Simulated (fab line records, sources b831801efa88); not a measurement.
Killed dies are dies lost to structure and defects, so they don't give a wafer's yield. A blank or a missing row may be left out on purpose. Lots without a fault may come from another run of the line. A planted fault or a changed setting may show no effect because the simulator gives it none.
fab line records | flow sky130 | part 1 of 2: steps 1 to 23 of 32
record lots=5 wafers=15 last_day=50
route steps=708 shown METAL5@676 PASSIVATION@681 PAD_OPEN@694
lots that met no fault: from a run of the same line without faults
start_h: hours from the record's first day to the start of the lot's first wafer shown | wait_h: hours since the lot's step before | " the same as in the row above | L1.1+2: a row that stands for several wafers | - no value, or no start given | * or withheld: withheld | < > ~ a bound
route shown NAME@n: a module of which the file shows steps, and the number in the route of the first | usual: mean/standard deviation of fault-free wafers | same: alike in all rows | chamber/n: place in a boat | sites: the reading at each site | _std_site: their standard deviation | _edge_site: outer sites' mean less inner sites' | radius_mm: how far each site lies from the wafer's centre | mask NAME#n: copy n | behind: the tool/chamber that last shaped the wafer | hold: why the lot was held/for how many hours/how that ended | device: the transistor (n, p or np) that didn't switch | end of line: the same wafers' tests at the end of the route | a step without rows: its recipe alone | killed: dies lost to structure and defects at the first sort, not the wafer's yield | map: a wafer's dies, x killed, . not, _ none there
set.NAME: the setting as run; set.NAME@STEP: as run at that earlier step | model.NAME: the simulator's own value behind a step, which no gauge read
lots at some steps of the route; a table a step, a row a wafer
services: from which hour (start_h, from the record's first day; less than 0 if before it) a tool's chamber was out of use, for how many hours, and why
## steps
# step SKY_METAL5_METAL_ETCH_15
# recipe target_depth_a=12600 stop_on=SiO2 over_etch_frac=0.2 time_s=252 chemistry=Cl2/BCl3 resist_sidewall_deg=86 pressure_mtorr=10 icp_w=900 bias_w=48.5 Cl2_flow_sccm=60 bcl3_flow_sccm=30
# usual drypump_motor_current_A=5.7/0.31 oes_product_au=0.894/0.0048 throttle_valve_pct=22.264/0.011
# same time_s=252
# columns lot.wafer tool chamber start_h wait_h drypump_motor_current_A oes_product_au rf_hours_counter_h throttle_valve_pct
L076.3 rie_metal-02 1 1047.18 0.1 5.8 0.887 - 22.265
L076.4 " 0 " " 5.9 0.893 - 22.265
L076.5 " 0 " " 5.9 0.888 - 22.252
L077.2 rie_metal-02 0 1050.58 0.0 5.9 0.894 20 22.247
L077.4 " 1 " " 5.8 0.896 - 22.261
L077.5 " 0 " " 5.9 0.898 - 22.251
L088.3 rie_metal-02 0 1136.86 0.1 5.9 0.891 - 22.260
L088.4 " 1 " " 5.8 0.899 - 22.257
L088.5 " 0 " " 6.0 0.891 - 22.259
L092.1 rie_metal-02 0 1145.99 0.1 6.0 0.893 1 22.278
L092.5 " 0 " " 5.9 0.901 - 22.251
L092.6 " 0 " " 5.9 0.885 - 22.272
L093.1 rie_metal-03 0 1157.21 0.0 5.0 0.899 19 22.249
L093.2 " 1 " " 5.5 0.893 18 22.273
L093.5 " 0 " " 5.0 0.896 - 22.266
# step SKY_METAL5_STRIP_16
# recipe chemistry=O2/N2 power_w=1400 pressure_mtorr=1500 platen_temp_c=withheld o2_flow_sccm=3000 n2_flow_sccm=300 overash_fraction=0.5
# usual drypump_motor_current_A=5.6/0.43 oes_product_au=0.710/0.0048 strip_time_to_endpoint_s=13.03/0.12
# columns lot.wafer tool chamber start_h wait_h drypump_motor_current_A oes_product_au rf_hours_counter_h strip_time_to_endpoint_s
L076.3 plasma_asher-04 1 1047.37 0.1 5.2 0.705 - 12.83
L076.4 " 0 " " 5.8 0.714 - 12.98
L076.5 " 0 " " 5.8 0.712 - 12.81
L077.2 plasma_asher-04 0 1050.82 0.2 5.8 0.710 30 12.93
L077.4 " 0 " " 5.8 0.716 - 12.98
L077.5 " 1 " " 5.2 0.710 - 12.84
L088.3 plasma_asher-04 1 1137.05 0.1 5.2 0.708 - 13.23
L088.4 " 0 " " 5.8 0.706 - 13.00
L088.5 " 0 " " 5.7 0.705 - 13.18
L092.1 plasma_asher-01 0 1146.46 0.4 4.9 0.709 104 13.17
L092.5 " 1 " " 5.7 0.701 - 13.20
L092.6 " 0 " " 4.9 0.713 - 13.16
L093.1 plasma_asher-04 0 1157.44 0.2 5.7 0.711 41 12.95
L093.2 " 1 " " 5.2 0.706 41 13.30
L093.5 " 1 " " 5.2 0.712 - 12.98
# step SKY_METAL5_STRIP_17
# recipe chemistry=post_etch_residue_remover time_s=1200 temp_c=72.5
# same time_s=1200
# columns lot.wafer tool chamber start_h wait_h
L076.3+4+5 wet_bench-03 0 1047.44 0.0
L077.2+4+5 wet_bench-02 3 1050.92 0.1
L088.3+4+5 wet_bench-04 3 1137.12 0.0
L092.1+5+6 wet_bench-03 1 1146.56 0.1
L093.1+2+5 wet_bench-02 0 1157.54 0.1
# step SKY_METAL5_CLEAN_18
# recipe chemistry=IPA time_s=180 temp_c=25
# same time_s=180
# columns lot.wafer tool chamber start_h wait_h
L076.3+4+5 wet_bench-04 1 1047.78 0.0
L077.2+4+5 wet_bench-04 0 1051.32 0.0
L088.3+4+5 wet_bench-02 3 1137.49 0.0
L092.1+5+6 wet_bench-02 3 1146.90 0.0
L093.1+2+5 wet_bench-04 3 1157.88 0.0
# step SKY_METAL5_CLEAN_19
# recipe chemistry=O3/DIW dry=n2_spin
# columns lot.wafer tool chamber start_h wait_h
L076.3+4+5 wet_bench-02 3 1047.85 0.0
L077.2+4+5 wet_bench-02 1 1051.39 0.0
L088.3+4+5 wet_bench-03 2 1137.55 0.0
L092.1+5+6 wet_bench-04 0 1146.96 0.0
L093.1+2+5 wet_bench-04 0 1157.94 0.0
# step SKY_PASSIVATION_CVD_00
# recipe material=SiO2 target_thk_nm=90 temp_c=400 time_s=withheld rf_w=600
# usual heater_power_w=655/120 susceptor_temp_C=400.02/0.22
# columns lot.wafer tool chamber start_h wait_h heater_power_w susceptor_temp_C
L076.3 pecvd-01 2 1047.95 0.0 716 400.14
L076.4 " 2 " " 730 400.06
L076.5 " 0 " " 809 400.32
L077.2 pecvd-01 0 1051.49 0.0 689 399.91
L077.4 " 2 " " 679 400.02
L077.5 " 1 " " 708 399.89
L088.3 pecvd-03 2 1137.64 0.0 543 399.96
L088.4 " 1 " " 398 399.84
L088.5 " 0 " " 756 400.14
L092.1 pecvd-01 1 1147.06 0.0 791 399.95
L092.5 " 1 " " 779 399.90
L092.6 " 0 " " 820 399.75
L093.1 pecvd-04 0 1158.03 0.0 724 399.88
L093.2 " 2 " " 529 399.67
L093.5 " 2 " " 538 399.86
# step SKY_PASSIVATION_THK_MEAS_01
# recipe reads=SiO2_of_PASSIVATION_CVD_00
# usual PASSIVATION_CVD_00_THK=90.0/1.2
# columns lot.wafer tool chamber start_h wait_h PASSIVATION_CVD_00_THK[nm]
L076.3 film_metro-02 - 1047.99 - 89.9
L076.4 " - " " 89.7
L076.5 " - " " 91.1
L077.2 film_metro-02 - 1051.53 - 91.2
L077.4 " - " " 91.3
L077.5 " - " " 91.9
L088.3 film_metro-02 - 1137.68 - 88.3
L088.4 " - " " 89.0
L088.5 " - " " 89.3
L092.1 film_metro-02 - 1147.09 - 88.4
L092.5 " - " " 89.3
L092.6 " - " " 89.4
L093.1 film_metro-03 - 1158.05 - 89.2
L093.2 " - " " 88.8
L093.5 " - " " 90.2
# step SKY_PASSIVATION_CVD_02
# recipe material=Si3N4 target_thk_nm=540 temp_c=400 time_s=withheld rf_w=450
# usual heater_power_w=681/130 susceptor_temp_C=399.98/0.21
# columns lot.wafer tool chamber start_h wait_h heater_power_w susceptor_temp_C
L076.3 pecvd-03 0 1048.03 0.0 774 399.91
L076.4 " 2 " " 646 400.18
L076.5 " 0 " " 810 399.89
L077.2 pecvd-04 0 1051.58 0.0 833 400.10
L077.4 " 1 " " 702 399.82
L077.5 " 2 " " 473 399.71
L088.3 pecvd-04 0 1137.72 0.0 808 400.20
L088.4 " 2 " " 566 399.85
L088.5 " 1 " " 720 399.91
L092.1 pecvd-04 0 1147.15 0.1 786 399.76
L092.5 " 1 " " 659 399.99
L092.6 " 2 " " 596 399.97
L093.1 pecvd-03 2 1158.11 0.1 628 399.74
L093.2 " 0 " " 740 399.95
L093.5 " 2 " " 641 400.08
# step SKY_PASSIVATION_THK_MEAS_03
# recipe reads=Si3N4_of_PASSIVATION_CVD_02
# usual PASSIVATION_CVD_02_THK=538/6.5
# columns lot.wafer tool chamber start_h wait_h PASSIVATION_CVD_02_THK[nm]
L076.3 film_metro-01 - 1048.27 - 532
L076.4 " - " " 543
L076.5 " - " " 545
L077.2 film_metro-03 - 1051.81 - 542
L077.4 " - " " 549
L077.5 " - " " 544
L088.3 film_metro-03 - 1137.97 - 535
L088.4 " - " " 546
L088.5 " - " " 547
L092.1 film_metro-03 - 1147.38 - 531
L092.5 " - " " 542
L092.6 " - " " 542
L093.1 film_metro-03 - 1158.34 - 533
L093.2 " - " " 535
L093.5 " - " " 540
# step SKY_PASSIVATION_DEHYDRATE_04
# recipe temp_c=200 time_s=60
# usual exhaust_pa=45.3/0.87 resist_line_temp_C=22.98/0.11
# same time_s=60
# columns lot.wafer tool chamber start_h wait_h exhaust_pa resist_line_temp_C
L076.3 litho_track-03 0 1058.51 10.2 45.1 23.01
L076.4 " 0 " " 46.3 23.17
L076.5 " 0 " " 44.4 23.12
L077.2 litho_track-03 0 1062.13 10.3 46.0 22.79
L077.4 " 0 " " 45.2 22.82
L077.5 " 0 " " 46.5 22.84
L088.3 litho_track-01 0 1146.98 9.0 45.3 23.11
L088.4 " 0 " " 44.8 22.96
L088.5 " 0 " " 44.8 22.99
L092.1 litho_track-03 0 1156.01 8.6 45.0 22.89
L092.5 " 0 " " 43.6 23.00
L092.6 " 0 " " 46.2 22.90
L093.1 litho_track-02 0 1166.97 8.6 44.0 23.16
L093.2 " 0 " " 44.0 23.00
L093.5 " 0 " " 45.1 23.00
# step SKY_PASSIVATION_HMDS_05
# recipe prime_time_s=60 prime_temp_c=120
# usual exhaust_pa=44.8/0.79 resist_line_temp_C=23.03/0.1
# same prime_time_s=60
# columns lot.wafer tool chamber start_h wait_h exhaust_pa resist_line_temp_C
L076.3 litho_track-03 0 1058.66 0.1 43.0 23.02
L076.4 " 0 " " 44.7 22.96
L076.5 " 0 " " 44.0 23.10
L077.2 litho_track-03 0 1062.28 0.1 44.7 23.04
L077.4 " 0 " " 44.6 23.13
L077.5 " 0 " " 44.4 23.17
L088.3 litho_track-01 0 1147.13 0.1 44.2 23.01
L088.4 " 0 " " 44.1 22.90
L088.5 " 0 " " 44.8 22.99
L092.1 litho_track-03 0 1156.16 0.1 45.2 23.17
L092.5 " 0 " " 45.7 23.14
L092.6 " 0 " " 44.0 23.02
L093.1 litho_track-02 0 1167.12 0.1 44.5 23.02
L093.2 " 0 " " 43.8 23.01
L093.5 " 0 " " 44.3 22.92
# step SKY_PASSIVATION_COAT_06
# recipe spin_rpm=2000 resist_thk_nm=3000
# usual exhaust_pa=45.1/0.84 resist_line_temp_C=22.99/0.11
# columns lot.wafer tool chamber start_h wait_h exhaust_pa resist_line_temp_C
L076.3 litho_track-03 0 1058.81 0.1 45.2 22.97
L076.4 " 0 " " 44.3 22.99
L076.5 " 0 " " 44.9 23.07
L077.2 litho_track-03 0 1062.43 0.1 46.2 23.05
L077.4 " 0 " " 45.8 22.86
L077.5 " 0 " " 46.2 23.00
L088.3 litho_track-01 0 1147.28 0.1 45.8 23.07
L088.4 " 0 " " 43.9 23.00
L088.5 " 0 " " 44.9 23.09
L092.1 litho_track-03 0 1156.31 0.1 44.9 22.89
L092.5 " 0 " " 45.5 23.01
L092.6 " 0 " " 45.0 22.84
L093.1 litho_track-02 0 1167.27 0.1 44.4 23.16
L093.2 " 0 " " 44.4 23.06
L093.5 " 0 " " 45.9 22.99
# step SKY_PASSIVATION_SOFTBAKE_07
# recipe temp_c=110 time_s=withheld
# usual exhaust_pa=45.0/0.9 resist_line_temp_C=23.01/0.1
# columns lot.wafer tool chamber start_h wait_h exhaust_pa resist_line_temp_C
L076.3 litho_track-03 0 1058.98 0.1 45.8 23.04
L076.4 " 0 " " 44.5 23.14
L076.5 " 0 " " 45.0 22.93
L077.2 litho_track-03 0 1062.59 0.1 45.0 22.94
L077.4 " 0 " " 45.4 23.04
L077.5 " 0 " " 45.3 22.90
L088.3 litho_track-01 0 1147.45 0.1 45.8 23.25
L088.4 " 0 " " 45.4 23.14
L088.5 " 0 " " 43.8 22.99
L092.1 litho_track-03 0 1156.46 0.1 43.8 22.98
L092.5 " 0 " " 44.2 22.99
L092.6 " 0 " " 44.7 22.98
L093.1 litho_track-02 0 1167.42 0.1 43.6 23.08
L093.2 " 0 " " 45.5 22.99
L093.5 " 0 " " 45.2 23.08
# step SKY_PASSIVATION_EXPOSE_08
# recipe mask_id=NSM target_cd_nm=3000 na=0.57 dose_mj=260
# columns lot.wafer tool chamber start_h wait_h mask
L076.3+4+5 iline_stepper-02 0 - - NSM#0
L077.2+4+5 iline_stepper-02 0 - - NSM#0
L088.3+4+5 iline_stepper-02 0 - - NSM#0
L092.1+5+6 iline_stepper-02 0 - - NSM#0
L093.1+2+5 iline_stepper-01 0 - - NSM#0
# step SKY_PASSIVATION_PEB_09
# recipe temp_c=115 time_s=withheld
# usual exhaust_pa=44.8/0.92 resist_line_temp_C=23.01/0.1
# columns lot.wafer tool chamber start_h wait_h exhaust_pa resist_line_temp_C
L076.3 litho_track-03 0 - - 44.4 23.09
L076.4 " 0 " " 44.7 23.10
L076.5 " 0 " " 44.2 22.91
L077.2 litho_track-01 0 - - 44.6 23.00
L077.4 " 0 " " 43.0 23.05
L077.5 " 0 " " 44.3 23.07
L088.3 litho_track-01 0 - - 46.1 22.92
L088.4 " 0 " " 45.3 22.89
L088.5 " 0 " " 44.3 22.88
L092.1 litho_track-01 0 - - 44.7 22.95
L092.5 " 0 " " 45.5 22.68
L092.6 " 0 " " 45.8 22.97
L093.1 litho_track-01 0 - - 45.2 22.75
L093.2 " 0 " " 46.7 22.95
L093.5 " 0 " " 44.6 22.97
# step SKY_PASSIVATION_DEVELOP_10
# recipe develop_time_s=60 dev_temp_c=23
# usual exhaust_pa=44.8/0.97 resist_line_temp_C=22.98/0.11
# same develop_time_s=60
# columns lot.wafer tool chamber start_h wait_h exhaust_pa resist_line_temp_C
L076.3 litho_track-03 0 - - 47.2 22.90
L076.4 " 0 " " 44.9 23.14
L076.5 " 0 " " 45.4 22.91
L077.2 litho_track-01 0 - - 44.6 23.06
L077.4 " 0 " " 43.4 22.89
L077.5 " 0 " " 44.0 22.88
L088.3 litho_track-01 0 - - 46.4 22.93
L088.4 " 0 " " 46.0 23.02
L088.5 " 0 " " 44.8 22.97
L092.1 litho_track-01 0 - - 44.9 23.16
L092.5 " 0 " " 45.1 22.96
L092.6 " 0 " " 44.6 22.90
L093.1 litho_track-01 0 - - 44.9 22.93
L093.2 " 0 " " 42.9 22.99
L093.5 " 0 " " 45.7 23.00
# step SKY_PASSIVATION_ETCH_11
# recipe chemistry=CF4/O2 target_depth_nm=725 stop_on=AlCu source_w=800 bias_w=150 pressure_mtorr=150 cf4_flow_sccm=80 O2_flow_sccm=10 time_s=161.1
# usual drypump_motor_current_A=5.8/0.4 oes_product_au=0.975/0.0061 throttle_valve_pct=5.964/0.01
# same time_s=161.1
# columns lot.wafer tool chamber start_h wait_h drypump_motor_current_A oes_product_au rf_hours_counter_h throttle_valve_pct
L076.3 rie_diel-04 1 1068.96 - 5.6 0.970 13 5.980
L076.4 " 3 " " 5.7 0.975 15 5.973
L076.5 " 3 " " 5.7 0.980 - 5.957
L077.2 rie_diel-04 3 1073.63 - 5.7 0.974 15 5.958
L077.4 " 0 " " 6.4 0.979 2 5.978
L077.5 " 1 " " 5.6 0.979 - 5.965
L088.3 rie_diel-04 3 1157.18 - 5.7 0.968 18 5.965
L088.4 " 2 " " 5.3 0.978 16 5.972
L088.5 " 0 " " 6.5 0.974 - 5.971
L092.1 rie_diel-01 3 1165.48 - 6.2 0.976 14 5.952
L092.5 " 1 " " 6.3 0.976 - 5.969
L092.6 " 2 " " 5.8 0.980 - 5.959
L093.1 rie_diel-03 1 1176.13 - 5.1 0.971 26 5.966
L093.2 " 3 " " 5.8 0.978 20 5.957
L093.5 " 3 " " 5.8 0.979 - 5.975
# step SKY_PASSIVATION_STRIP_12
# recipe chemistry=O2/N2 power_w=1400 pressure_mtorr=1500 platen_temp_c=withheld overash_fraction=0.7 o2_flow_sccm=3000 n2_flow_sccm=300
# usual drypump_motor_current_A=5.6/0.48 oes_product_au=0.661/0.0038 strip_time_to_endpoint_s=31.51/0.12
# columns lot.wafer tool chamber start_h wait_h drypump_motor_current_A oes_product_au rf_hours_counter_h strip_time_to_endpoint_s
L076.3 plasma_asher-02 1 1069.10 0.1 5.2 0.665 - 31.44
L076.4 " 0 " " 6.1 0.661 - 31.50
L076.5 " 1 " " 5.2 0.664 - 31.40
L077.2 plasma_asher-03 1 1073.74 0.1 6.2 0.660 63 31.58
L077.4 " 0 " " 5.2 0.658 - 31.67
L077.5 " 1 " " 6.2 0.661 - 31.62
L088.3 plasma_asher-01 0 1157.32 0.1 5.0 0.669 - 31.59
L088.4 " 1 " " 5.7 0.664 - 31.67
L088.5 " 0 " " 5.0 0.665 - 31.59
L092.1 plasma_asher-01 0 1165.59 0.1 4.9 0.669 106 31.59
L092.5 " 1 " " 5.7 0.664 - 31.54
L092.6 " 0 " " 4.9 0.671 - 31.68
L093.1 plasma_asher-01 1 1176.24 0.1 5.7 0.656 107 31.47
L093.2 " 0 " " 4.9 0.657 107 31.35
L093.5 " 1 " " 5.7 0.654 - 31.47
# step SKY_PAD_OPEN_DEHYDRATE_00
# recipe temp_c=200 time_s=60.85
# usual exhaust_pa=45.0/0.81 plate_sensor_t_centre_C=201.07/0.0099 plate_sensor_t_edge_C=201.56/0.0097 resist_line_temp_C=23.04/0.11
# same time_s=60.85
# columns lot.wafer tool chamber start_h wait_h exhaust_pa plate_sensor_t_centre_C plate_sensor_t_edge_C resist_line_temp_C
L076.3 litho_track-03 0 1079.31 10.2 46.1 201.07 201.55 22.80
L076.4 " 0 " " 45.2 201.09 201.56 23.01
L076.5 " 0 " " 44.5 201.09 201.57 22.92
L077.2 litho_track-01 0 1083.21 9.4 45.9 201.07 201.55 22.95
L077.4 " 0 " " 45.7 201.08 201.56 23.06
L077.5 " 0 " " 45.7 201.09 201.55 22.98
L088.3 litho_track-01 0 1165.53 8.2 44.2 201.05 201.55 23.10
L088.4 " 0 " " 47.7 201.07 201.56 23.00
L088.5 " 0 " " 45.8 201.08 201.56 23.01
L092.1 litho_track-01 0 1174.18 8.6 45.4 201.07 201.56 22.84
L092.5 " 0 " " 46.4 201.09 201.55 22.95
L092.6 " 0 " " 46.2 201.06 201.56 23.04
L093.1 litho_track-01 0 1183.93 7.7 43.2 201.08 201.56 23.12
L093.2 " 0 " " 44.8 201.06 201.54 23.06
L093.5 " 0 " " 44.6 201.06 201.57 23.12
# step SKY_PAD_OPEN_HMDS_01
# recipe prime_time_s=60 prime_temp_c=120
# usual exhaust_pa=45.1/0.84 resist_line_temp_C=22.98/0.098
# same prime_time_s=60
# columns lot.wafer tool chamber start_h wait_h exhaust_pa resist_line_temp_C
L076.3 litho_track-03 0 1079.46 0.1 43.6 22.91
L076.4 " 0 " " 46.0 23.12
L076.5 " 0 " " 45.2 22.99
L077.2 litho_track-01 0 1083.36 0.1 44.6 22.97
L077.4 " 0 " " 44.4 23.08
L077.5 " 0 " " 43.5 23.09
L088.3 litho_track-01 0 1165.68 0.1 46.2 22.95
L088.4 " 0 " " 45.1 22.83
L088.5 " 0 " " 45.5 23.02
L092.1 litho_track-01 0 1174.33 0.1 45.1 22.98
L092.5 " 0 " " 44.0 22.95
L092.6 " 0 " " 44.8 22.96
L093.1 litho_track-01 0 1184.08 0.1 45.7 22.83
L093.2 " 0 " " 45.0 22.84
L093.5 " 0 " " 45.7 23.14
# step SKY_PAD_OPEN_COAT_02
# recipe spin_rpm=2000 resist_thk_nm=3000
# usual exhaust_pa=45.1/0.89 resist_line_temp_C=23.03/0.12
# columns lot.wafer tool chamber start_h wait_h exhaust_pa resist_line_temp_C
L076.3 litho_track-03 0 1079.61 0.1 45.0 23.13
L076.4 " 0 " " 45.0 23.11
L076.5 " 0 " " 45.4 23.07
L077.2 litho_track-01 0 1083.51 0.1 44.1 23.08
L077.4 " 0 " " 44.3 23.15
L077.5 " 0 " " 44.7 23.17
L088.3 litho_track-01 0 1165.83 0.1 45.3 23.10
L088.4 " 0 " " 45.6 23.16
L088.5 " 0 " " 43.5 23.19
L092.1 litho_track-01 0 1174.48 0.1 44.4 23.07
L092.5 " 0 " " 47.1 22.99
L092.6 " 0 " " 44.3 23.11
L093.1 litho_track-01 0 1184.23 0.1 45.8 23.10
L093.2 " 0 " " 44.8 23.00
L093.5 " 0 " " 46.2 22.96
# step SKY_PAD_OPEN_SOFTBAKE_03
# recipe temp_c=110 time_s=withheld
# usual exhaust_pa=45.1/0.82 resist_line_temp_C=22.99/0.097
# columns lot.wafer tool chamber start_h wait_h exhaust_pa resist_line_temp_C
L076.3 litho_track-03 0 1079.78 0.1 44.5 22.79
L076.4 " 0 " " 44.5 22.82
L076.5 " 0 " " 45.3 23.07
L077.2 litho_track-01 0 1083.67 0.1 45.5 22.78
L077.4 " 0 " " 45.1 22.90
L077.5 " 0 " " 44.4 22.91
L088.3 litho_track-01 0 1166.00 0.1 44.1 22.92
L088.4 " 0 " " 44.2 22.94
L088.5 " 0 " " 44.5 22.88
L092.1 litho_track-01 0 1174.63 0.1 45.1 22.91
L092.5 " 0 " " 45.8 23.11
L092.6 " 0 " " 45.8 23.11
L093.1 litho_track-01 0 1184.38 0.1 43.5 23.11
L093.2 " 0 " " 43.7 23.07
L093.5 " 0 " " 43.9 23.00
# step SKY_PAD_OPEN_EXPOSE_04
# recipe mask_id=PDM target_cd_nm=60000 na=0.57 dose_mj=260
# columns lot.wafer tool chamber start_h wait_h mask
L076.3+4+5 iline_stepper-02 0 - - PDM#0
L077.2+4+5 iline_stepper-02 0 - - PDM#0
L088.3+4+5 iline_stepper-02 0 - - PDM#0
L092.1+5+6 iline_stepper-02 0 - - PDM#0
L093.1+2+5 iline_stepper-01 0 - - PDM#0
